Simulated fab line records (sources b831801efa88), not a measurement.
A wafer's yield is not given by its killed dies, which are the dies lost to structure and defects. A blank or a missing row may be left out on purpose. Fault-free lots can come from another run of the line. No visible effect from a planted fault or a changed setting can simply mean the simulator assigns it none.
A lot that was struck, set against a sound lot / flow sky130 / 15 steps out of a route of 708
Sound: these wafers, L869.2, L869.3, L869.5. Wafers L856.1, L856.2, L856.5 were the ones struck. The cause comes at the end.
For every step that has rows: the tool of each side, followed by ch and its chambers, followed by its first start. Under that, the readings that differ: sound wafers / struck wafers / difference of the means / sigmas: that difference in standard deviations of wafers without a fault.
alike: readings with means less than 2 such deviations apart, plus words and numbers identical on both sides. not compared: withheld readings, readings lacking a value on some wafer, bounds such as >300 that could conceal the same value, and numbers that have no deviation in the record and whose values overlap.
A row with sigmas, a row that says differs or no value, or rows on one side alone: a step with any of these is where the two part. When numbers do not overlap yet have no deviation, they are printed without sigmas and do not part them. A reading that every wafer of one side lacks parts them only if that side has two wafers or more.

SKY_RES_PROTECT_STRIP_07: strips in O2/N2.
  sound on plasma_asher-01 ch 0,1, day 22 11:15; struck on plasma_asher-01 ch 0,1, day 18 01:14
  alike: drypump_motor_current_A, oes_product_au, strip_time_to_endpoint_s
  not compared: rf_hours_counter_h
SKY_RES_PROTECT_TW_MEAS_08:
  sound: film_metro-03 at day 22 11:22; struck: film_metro-01 at day 18 01:20
reading=POLY_GATE_TW; sound=4035 4040 4057; struck=4173 4175 4165; difference=+127; sigmas=+2
then, 2 steps without rows for these wafers: SKY_RES_PROTECT_CLEAN_09 (cleans in SC1/SC2, time 150 s); SKY_POLY_GATE_CVD_03 (deposits Si3N4 from DCS/NH3, target thk 75 nm, time 1290 s).
SKY_POLY_GATE_THK_MEAS_04:
  sound: film_metro-03 at day 22 12:50; struck: film_metro-03 at day 18 03:18
  alike: POLY_GATE_CVD_03_THK
then, 7 steps without rows for these wafers: SKY_POLY_GATE_DEHYDRATE_05 (time 60 s); SKY_POLY_GATE_HMDS_06 (prime time 60 s); SKY_POLY_GATE_COAT_07 (resist thk 110 nm); SKY_POLY_GATE_COAT_08 (resist thk 450 nm); SKY_POLY_GATE_SOFTBAKE_09 (time 90 s); SKY_POLY_GATE_EXPOSE_10 (exposes mask P1M, target cd 150 nm); SKY_POLY_GATE_PEB_11.
SKY_POLY_GATE_DEVELOP_12: develop time 60 s.
  sound on litho_track-02 ch 0, day 23 18:00; struck on litho_track-04 ch 0, day 19 09:00
reading=developer_temp_C (C); sound=21.02 20.95 21.05; struck=18.99 18.86 18.95; difference=-2.07; sigmas=-19
SKY_POLY_GATE_CD_MEAS_13: the cd target is 150 nm.
  sound: cd_sem-01 at day 23 19:03; struck: cd_sem-02 at day 19 09:26
reading=cd_nm (nm); sound=148.3 148.2 149.6; struck=155.4 155.2 153.6; difference=+6.0; sigmas=+4
-- the record jumps here: 28 days lie between the struck wafers' starts before and after (it left off in module POLY_GATE and takes up again in module PAD_OPEN, whose first step shown is number 708 of the route) --
SKY_PAD_OPEN_PROBE_99:
  only the struck wafers here have rows in the record (prober-02, day 47 17:05); the sound ones have none

== WHERE THEY PART ==
Earliest at SKY_RES_PROTECT_TW_MEAS_08; latest, in this record, at SKY_PAD_OPEN_PROBE_99.

WHY: whatever the simulator had introduced
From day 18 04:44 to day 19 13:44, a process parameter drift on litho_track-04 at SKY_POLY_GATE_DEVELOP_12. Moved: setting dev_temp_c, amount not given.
